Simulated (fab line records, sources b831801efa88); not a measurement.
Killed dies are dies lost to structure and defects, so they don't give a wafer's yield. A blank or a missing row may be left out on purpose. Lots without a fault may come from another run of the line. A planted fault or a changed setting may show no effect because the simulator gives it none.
A struck lot beside a sound one | flow gf180mcu | 19 steps out of a route of 602
Sound: wafers L105.2, L105.3, L105.6. Struck: wafers L997.1, L997.3, L997.5. The cause comes at the end.
At each step with rows: each side's tool, then ch and its chambers, then its first start. Under that, the readings that differ: sound wafers | struck wafers | difference of the means | sigmas: that difference in standard deviations of wafers without a fault.
alike: readings whose means differ by less than 2 such deviations, and words and numbers that are the same on both sides. not compared: withheld readings, readings that some wafer has no value for, bounds like >300 that may hide the same value, and numbers for which the record gives no deviation and whose values overlap.
The two part at a step that has a row with sigmas, a row that says differs or no value, or rows on one side only. Numbers that don't overlap but have no deviation are shown without sigmas and don't part them. A reading that every wafer of one side lacks parts them only if that side has two wafers or more.

first, 1 step without rows for these wafers: GF_STI_CVD_23 (deposits SiO2, target thk 650 nm, time 108.3 s).
GF_STI_THK_MEAS_24:
  sound on film_metro-03, day 6 00:10; struck on film_metro-02, day 4 15:24
  alike: STI_CVD_23_THK
GF_STI_CMP_25: polishes, stops on Si3N4, t overpolish 33 s, target thk 524.6 nm.
  sound on cmp-01 ch 0,3, day 6 00:13; struck on cmp-02 ch 0,1,3, day 4 16:02
  reading            | sound             | struck            | difference | sigmas
  slurry_flow_ml_min | 149.4 149.6 149.6 | 150.1 151.0 150.4 | +1.0       | +2
  alike: motor_current_A, overpolish_run_s, time_to_endpoint_s
then, 4 steps without rows for these wafers: GF_STI_WET_ETCH_26 (etches SiO2 in dHF, target depth 94 nm, time 188 s); GF_STI_WET_ETCH_27 (etches Si3N4 in H3PO4, target depth 160 nm, time 1825 s); GF_STI_WET_ETCH_28 (etches SiO2 in dHF, target depth 20 nm, time 40 s); GF_STI_OXIDATION_29 (stabilise 600 s, purge 300 s, target thk 10 nm).
GF_STI_THK_MEAS_30:
  sound on film_metro-02, day 6 04:16; struck on film_metro-04, day 4 18:25
  alike: STI_OXIDATION_02_THK
then, 4 steps without rows for these wafers: GF_DNWELL_DEHYDRATE_00 (time 60 s); GF_DNWELL_HMDS_01 (prime time 60 s); GF_DNWELL_COAT_02 (resist thk 3000 nm); GF_DNWELL_SOFTBAKE_03.
GF_DNWELL_EXPOSE_04: exposes mask DNWELL, target cd 1700 nm.
  sound on iline_stepper-01 ch 0, day 6 11:40; struck on iline_stepper-02, day 5 01:08
  no value came back on the struck wafers for exposure_dose_mJ_cm2, focus_offset_nm (nm); on the sound wafers exposure_dose_mJ_cm2 reads 259.79 260.21 259.96
  alike: mask
then, 3 steps without rows for these wafers: GF_DNWELL_PEB_05; GF_DNWELL_DEVELOP_06 (develop time 60 s); GF_DNWELL_IMPLANT_07.
GF_DNWELL_STRIP_08: strips in O2/N2.
  sound on plasma_asher-03 ch 0,1, day 6 19:16; struck on plasma_asher-04 ch 0,1, day 5 08:16
  alike: drypump_motor_current_A, heater_power_w, oes_product_au, platen_temp_c, strip_time_to_endpoint_s
  not compared: rf_hours_counter_h
GF_DNWELL_TW_MEAS_09:
  sound on film_metro-03, day 6 19:22; struck on film_metro-01, day 5 08:22
  reading   | sound          | struck   | difference | sigmas
  DNWELL_TW | 1357 1354 1347 | 30 30 30 | -1323      | -94
then, 1 step without rows for these wafers: GF_NWELL_DEHYDRATE_00 (time 60 s).

WHERE THEY PART
First at GF_STI_CMP_25; last, within this record, at GF_DNWELL_TW_MEAS_09.

WHY: what the simulator had put in
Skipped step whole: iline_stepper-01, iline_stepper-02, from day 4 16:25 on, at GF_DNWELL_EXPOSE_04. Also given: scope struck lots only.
